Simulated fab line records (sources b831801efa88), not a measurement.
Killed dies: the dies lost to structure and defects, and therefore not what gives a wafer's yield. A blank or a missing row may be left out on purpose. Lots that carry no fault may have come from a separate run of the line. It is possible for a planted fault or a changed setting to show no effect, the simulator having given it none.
Matching of chambers + flow gf180mcu + rieDiel-01 running GF_CONTACT_ETCH_16: 4 sister chambers
The step etches BARC in N2/H2. 14 wafers are shown with their chamber, then 7 later ones without.

== WAFERS WITH THEIR CHAMBER ==
| wafer  | chamber | drypumpMotorCurrentA (A) | throttleValvePct (%) | oesProductAu (a.u.) |
|--------|---------|--------------------------|----------------------|---------------------|
| L163.1 | 2       | 6.03                     | 13.236               | 0.857               |
| L163.5 | 1       | 6.08                     | 13.220               | 0.849               |
| L163.6 | 2       | 6.04                     | 13.207               | 0.851               |
| L166.2 | 3       | 5.73                     | 13.205               | 0.860               |
| L166.3 | 0       | 5.76                     | 13.227               | 0.862               |
| L166.6 | 1       | 6.07                     | 13.220               | 0.856               |
| L168.1 | 2       | 6.06                     | 13.217               | 0.855               |
| L168.3 | 0       | 5.76                     | 13.228               | 0.858               |
| L168.4 | 1       | 6.08                     | 13.227               | 0.853               |
| L170.1 | 1       | 6.06                     | 13.210               | 0.857               |
| L170.3 | 0       | 5.78                     | 13.222               | 0.853               |
| L170.6 | 1       | 6.02                     | 13.231               | 0.857               |
| L171.2 | 3       | 5.72                     | 13.230               | 0.853               |
| L171.4 | 2       | 6.07                     | 13.205               | 0.859               |

SIGNATURES (averages over the wafers above)
| reading              | chamber 0 | chamber 1 | chamber 2 | chamber 3 | scatter within a chamber |
|----------------------|-----------|-----------|-----------|-----------|--------------------------|
| drypumpMotorCurrentA | 5.7667    | 6.0620    | 6.0500    | 5.7250    | 0.0195                   |
| throttleValvePct     | 13.22567  | 13.22160  | 13.21625  | 13.21750  | 0.0109                   |
| oesProductAu         | 0.85767   | 0.85440   | 0.85550   | 0.85650   | 0.00384                  |
Rule: for each reading, subtract the chamber's mean from the wafer's reading, divide by that reading's scatter and square the result; add these up over the readings and take the root, which gives the wafer's distance from the chamber. If the next closest chamber is less than 2 further off than the closest, the wafer can't be placed; otherwise it belongs to the closest. The scatter is the square root of a quotient: the sum, over the shown wafers, of each reading's squared deviation from its chamber's mean, divided by wafers minus chambers.

== WAFERS WHOSE CHAMBER IS MISSING ==
| wafer  | drypumpMotorCurrentA (A) | throttleValvePct (%) | oesProductAu (a.u.) |
|--------|--------------------------|----------------------|---------------------|
| L171.6 | 5.75                     | 13.217               | 0.848               |
| L179.1 | 6.05                     | 13.219               | 0.855               |
| L179.2 | 6.05                     | 13.224               | 0.850               |
| L179.3 | 5.79                     | 13.230               | 0.857               |
| L185.1 | 5.79                     | 13.231               | 0.858               |
| L185.2 | 5.72                     | 13.232               | 0.854               |
| L185.3 | 6.06                     | 13.242               | 0.856               |

== EACH ONE'S CHAMBER ==
| wafer  | from the rows above     | in truth |
|--------|-------------------------|----------|
| L171.6 | can't be placed: 3 or 0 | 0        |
| L179.1 | can't be placed: 2 or 1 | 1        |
| L179.2 | can't be placed: 1 or 2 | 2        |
| L179.3 | 0                       | 0        |
| L185.1 | 0                       | 0        |
| L185.2 | can't be placed: 3 or 0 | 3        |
| L185.3 | can't be placed: 1 or 2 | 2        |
Placed correctly: 2 of 7. These rows do not allow placing 5 (true chamber among the candidates in 5). Number placed wrongly: 0.
